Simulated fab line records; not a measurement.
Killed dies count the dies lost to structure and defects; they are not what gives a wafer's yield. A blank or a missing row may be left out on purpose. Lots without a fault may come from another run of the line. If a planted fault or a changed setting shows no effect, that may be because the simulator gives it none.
What tool caused it? / flow gf180mcu / 14 lots with 42 wafers sampled at 5 steps, on a route of 602 steps

## WHAT THE GAUGES SHOWED, per wafer
GF_STI_THK_MEAS_24.
lot=L541; measured=day 2 09:32; on=film metro-02; STI_CVD_23_THK (nm)=657 632 652
lot=L542; measured=day 2 15:35; on=film metro-02; STI_CVD_23_THK (nm)=656 653 663
lot=L543; measured=day 2 19:22; on=film metro-03; STI_CVD_23_THK (nm)=651 625 647
lot=L545; measured=day 3 05:41; on=film metro-04; STI_CVD_23_THK (nm)=661 632 643
lot=L548; measured=day 3 20:14; on=film metro-03; STI_CVD_23_THK (nm)=625 648 638
lot=L549; measured=day 4 02:05; on=film metro-02; STI_CVD_23_THK (nm)=654 641 658
lot=L551; measured=day 4 11:55; on=film metro-03; STI_CVD_23_THK (nm)=648 645 646
lot=L552; measured=day 4 16:54; on=film metro-03; STI_CVD_23_THK (nm)=633 636 623
lot=L553; measured=day 4 23:45; on=film metro-02; STI_CVD_23_THK (nm)=630 627 650
lot=L554; measured=day 5 04:08; on=film metro-04; STI_CVD_23_THK (nm)=652 660 653
lot=L555; measured=day 5 09:14; on=film metro-02; STI_CVD_23_THK (nm)=648 654 637
lot=L557; measured=day 5 19:54; on=film metro-02; STI_CVD_23_THK (nm)=662 656 646
lot=L562; measured=day 6 22:37; on=film metro-02; STI_CVD_23_THK (nm)=635 653 658
lot=L563; measured=day 7 01:53; on=film metro-02; STI_CVD_23_THK (nm)=626 646 632

GF_STI_THK_MEAS_30.
lot=L541; measured=day 2 12:59; on=film metro-02; STI_OXIDATION_02_THK (nm)=10.09 9.98 10.11
lot=L542; measured=day 2 18:18; on=film metro-02; STI_OXIDATION_02_THK (nm)=9.89 9.85 9.62
lot=L543; measured=day 2 22:06; on=film metro-02; STI_OXIDATION_02_THK (nm)=9.74 9.82 9.72
lot=L545; measured=day 3 09:29; on=film metro-02; STI_OXIDATION_02_THK (nm)=9.58 9.60 9.66
lot=L548; measured=day 3 22:36; on=film metro-04; STI_OXIDATION_02_THK (nm)=9.65 9.66 9.51
lot=L549; measured=day 4 04:29; on=film metro-03; STI_OXIDATION_02_THK (nm)=9.88 9.83 9.92
lot=L551; measured=day 4 14:19; on=film metro-03; STI_OXIDATION_02_THK (nm)=9.97 9.77 9.99
lot=L552; measured=day 4 19:15; on=film metro-03; STI_OXIDATION_02_THK (nm)=9.93 9.92 9.92
lot=L553; measured=day 5 02:16; on=film metro-03; STI_OXIDATION_02_THK (nm)=9.96 9.93 9.81
lot=L554; measured=day 5 06:41; on=film metro-02; STI_OXIDATION_02_THK (nm)=10.09 10.23 10.10
lot=L555; measured=day 5 11:38; on=film metro-02; STI_OXIDATION_02_THK (nm)=9.89 10.00 9.84
lot=L557; measured=day 5 22:24; on=film metro-04; STI_OXIDATION_02_THK (nm)=9.97 9.82 9.78
lot=L562; measured=day 7 01:16; on=film metro-03; STI_OXIDATION_02_THK (nm)=10.26 10.21 10.09
lot=L563; measured=day 7 04:14; on=film metro-04; STI_OXIDATION_02_THK (nm)=10.28 9.96 10.14

GF_MVSD_OVL_MEAS_07.
lot=L541; measured=day 4 16:38; on=overlay-02; MVSD_OVL (nm)=3.0 4.6 1.6
lot=L542; measured=day 4 23:05; on=overlay-02; MVSD_OVL (nm)=3.0 -0.4 0.0
lot=L543; measured=day 5 05:06; on=overlay-02; MVSD_OVL (nm)=0.7 0.7 2.2
lot=L545; measured=day 5 16:59; on=overlay-01; MVSD_OVL (nm)=0.5 -1.4 0.3
lot=L548; measured=day 6 08:38; on=overlay-01; MVSD_OVL (nm)=1.1 2.7 1.7
lot=L549; measured=day 6 14:32; on=overlay-02; MVSD_OVL (nm)=2.0 -0.5 -1.0
lot=L551; measured=day 7 01:32; on=overlay-02; MVSD_OVL (nm)=-1.1 1.5 1.0
lot=L552; measured=day 7 05:29; on=overlay-02; MVSD_OVL (nm)=- - -
lot=L553; measured=day 7 15:21; on=overlay-02; MVSD_OVL (nm)=1.4 2.5 0.5
lot=L554; measured=day 7 19:44; on=overlay-02; MVSD_OVL (nm)=2.7 3.3 2.4
lot=L555; measured=day 8 02:26; on=overlay-01; MVSD_OVL (nm)=- - -
lot=L557; measured=day 8 13:17; on=overlay-01; MVSD_OVL (nm)=-2.0 -1.1 1.3
lot=L562; measured=day 9 19:08; on=overlay-02; MVSD_OVL (nm)=2.4 0.4 3.3
lot=L563; measured=day 9 22:17; on=overlay-02; MVSD_OVL (nm)=1.9 2.8 2.4

GF_MVSD_TW_MEAS_11.
lot=L541; measured=day 4 17:05; on=film metro-01; MVSD_TW=1562 1568 1563
lot=L542; measured=day 4 23:31; on=film metro-04; MVSD_TW=1571 1570 1582
lot=L543; measured=day 5 05:32; on=film metro-01; MVSD_TW=1555 1555 1560
lot=L545; measured=day 5 17:26; on=film metro-04; MVSD_TW=1583 1576 1583
lot=L548; measured=day 6 09:05; on=film metro-04; MVSD_TW=1580 1584 1584
lot=L549; measured=day 6 14:59; on=film metro-03; MVSD_TW=1617 1615 1618
lot=L551; measured=day 7 01:59; on=film metro-01; MVSD_TW=1567 1575 1568
lot=L552; measured=day 7 05:56; on=film metro-01; MVSD_TW=1480 1483 1484 1486 1492 1483
lot=L553; measured=day 7 15:47; on=film metro-01; MVSD_TW=1566 1557 1564
lot=L554; measured=day 7 20:10; on=film metro-03; MVSD_TW=1603 1606 1607
lot=L555; measured=day 8 02:52; on=film metro-04; MVSD_TW=1491 1488 1492 1491 1491 1493
lot=L557; measured=day 8 13:53; on=film metro-04; MVSD_TW=1569 1568 1568
lot=L562; measured=day 9 19:34; on=film metro-03; MVSD_TW=1619 1615 1608
lot=L563; measured=day 9 22:43; on=film metro-01; MVSD_TW=1546 1542 1548

## EACH LOT AND THE TOOL THAT RAN IT (in order: tool; ch and the chambers of the sampled wafers; start)
lot=L541; GF_MVSD_DEVELOP_06=litho track-02 ch 0, day 4 16:00
lot=L542; GF_MVSD_DEVELOP_06=litho track-04 ch 0, day 4 22:00
lot=L543; GF_MVSD_DEVELOP_06=litho track-02 ch 0, day 5 04:00
lot=L545; GF_MVSD_DEVELOP_06=litho track-04 ch 0, day 5 16:00
lot=L548; GF_MVSD_DEVELOP_06=litho track-02 ch 0, day 6 08:00
lot=L549; GF_MVSD_DEVELOP_06=litho track-02 ch 0, day 6 14:00
lot=L551; GF_MVSD_DEVELOP_06=litho track-04 ch 0, day 7 01:00
lot=L552; GF_MVSD_DEVELOP_06=litho track-04 ch 0, day 7 05:00
lot=L553; GF_MVSD_DEVELOP_06=litho track-02 ch 0, day 7 15:00
lot=L554; GF_MVSD_DEVELOP_06=litho track-03 ch 0, day 7 19:00
lot=L555; GF_MVSD_DEVELOP_06=litho track-04 ch 0, day 8 02:00
lot=L557; GF_MVSD_DEVELOP_06=litho track-02 ch 0, day 8 13:00
lot=L562; GF_MVSD_DEVELOP_06=litho track-02 ch 0, day 9 18:00
lot=L563; GF_MVSD_DEVELOP_06=litho track-02 ch 0, day 9 22:00
- GF_MVSD_DEVELOP_06: develop time 60 s.

## AS READ BY THE TOOLS THEMSELVES (means over the sampled wafers that have a number; for cases with no such wafer, the mark the record gives instead)
The record holds no such reading with a usual standard deviation.

## THE ANSWER, worked out from the rows above alone
Rule: the usual values come from the lots themselves. The widest of any qualifying gaps counts: lots, ordered by their means at a reading, are off when they make up no more than a third of the lots, leave a main group of 4 or more, and stand apart from it by 3 or more times the standard deviation of that group's means. A main group whose means are all the same, to the digits that the tables above print for the reading, isn't used. Also off: a lot with no number at a reading for which 4 or more lots have one. The other lots that the step has rows for count as sound. After the gauges, taken in route order, come the tools' own readings; for these a lot's mean is taken, as printed above. At the first step where some lot is off, the reading lying furthest off is the one used; lots without a number count as furthest.
Off: at GF_MVSD_OVL_MEAS_07 (MVSD_OVL), L552, L555. Without a number there: L552, L555. Mean 1.3 nm and standard deviation 1.1 in the main group.
A tool fits if, at a process step before that reading, it ran every lot that is off, and no sound lot after the first of them. Those tools and the gauges at GF_MVSD_OVL_MEAS_07 are tried in the same way. One fits: GF_MVSD_DEVELOP_06 on litho track-04. A fault onset in the window from L551 (day 7 01:00, its last sound lot) to L552 (day 7 05:00, its first lot off) fits.

## WHAT THE SIMULATOR HAD PUT IN
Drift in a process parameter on litho track-04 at GF_MVSD_DEVELOP_06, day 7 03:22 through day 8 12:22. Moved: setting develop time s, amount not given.
Lots struck among those shown: L552, L555. The same result came from the rule above.
